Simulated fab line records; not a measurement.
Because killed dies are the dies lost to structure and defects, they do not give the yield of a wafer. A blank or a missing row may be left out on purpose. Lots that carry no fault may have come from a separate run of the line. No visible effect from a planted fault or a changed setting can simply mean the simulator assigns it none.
Problem report, 8D (eight disciplines) form, completed by code | flow sky130 | the parts of the form that need people (team, actions taken, sign-off) are left out

== 1. WHAT IS WRONG ==
beam-energy-keV at SKY_NWELL_IMPLANT_12 reads a mean of 134.20 on 6 wafers of 2 lots; wafers without a fault read 120.00 with a standard deviation of 0.037. So: +99 or more standard deviations from the usual mean.
First observed at day 8 05:02: wafer L646.2, on implanter-02. At this step, 42 wafers from 14 lots have a number in the record. The rule behind "out" and "out of limits": a value lying over 4 standard deviations away from the usual mean. All remaining wafers that have a number are taken as sound.

== 2. WHAT IT IS, AND WHAT IT ISN'T ==
question                    | is                     | is not
which readings at this step | beam-energy-keV        | -
which lots                  | L646, L651             | L632, L633, L634, L635, L637, L638, L639, L642, L643, L644, L647, L654
which wafers of those lots  | all that have a number | -
read on which tools         | implanter-02           | implanter-01, implanter-04
when                        | from day 8 05:02       | up to then (30 sound wafers); but 6 sound wafers of L647, L654 came after

== 3. THE SUSPECTS, EACH WITH WHAT RULES IT OUT ==
Counting: any tool at a process step up to the reading is kept as a suspect provided that every lot that is out went through it and no sound lot did after the first of them.
- implanter-02 at SKY_NWELL_IMPLANT_12: kept. It ran every lot that is out, first L646 (day 8 05:02), and no sound lot after that; its last sound lot up to then is L644 (day 7 16:49). On those wafers its own readings are out: beam-energy-keV.
The count leaves implanter-02 at SKY_NWELL_IMPLANT_12.

== 4. THE CAUSE (what the simulator had put in) ==
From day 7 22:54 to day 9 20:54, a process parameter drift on implanter-02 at SKY_NWELL_IMPLANT_12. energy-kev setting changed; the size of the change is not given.
This tool alone remained once counting was done.

== 5. THE EFFECT CHAIN, in route order ==
One row per reading whose mean, taken over the struck wafers that have a number, lies over 3 standard deviations from the usual. Readings are gone through only where the record gives a usual standard deviation; hours: the median, over the lots, of the time from a lot's start at the first step in this table giving one to that lot's start at this step; sigmas: the change measured in usual standard deviations.
hours | step                 | reading         | usual  | on struck wafers | change | sigmas
0     | SKY_NWELL_IMPLANT_12 | beam-energy-keV | 120.00 | 134.20           | +14.20 | +99 or more
Its process steps:
- SKY_NWELL_IMPLANT_12
At these later measuring or inspecting steps, every struck wafer for which the step has a row has a number for every such reading, and none has moved that far: SKY_VT_ADJUST_LVTN_OVL_MEAS_18.

== 6. HOW IT WOULD HAVE BEEN CAUGHT EARLIER ==
The fault began at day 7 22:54; the first out-of-limits reading in this record came at day 8 05:02, 6 hours later.
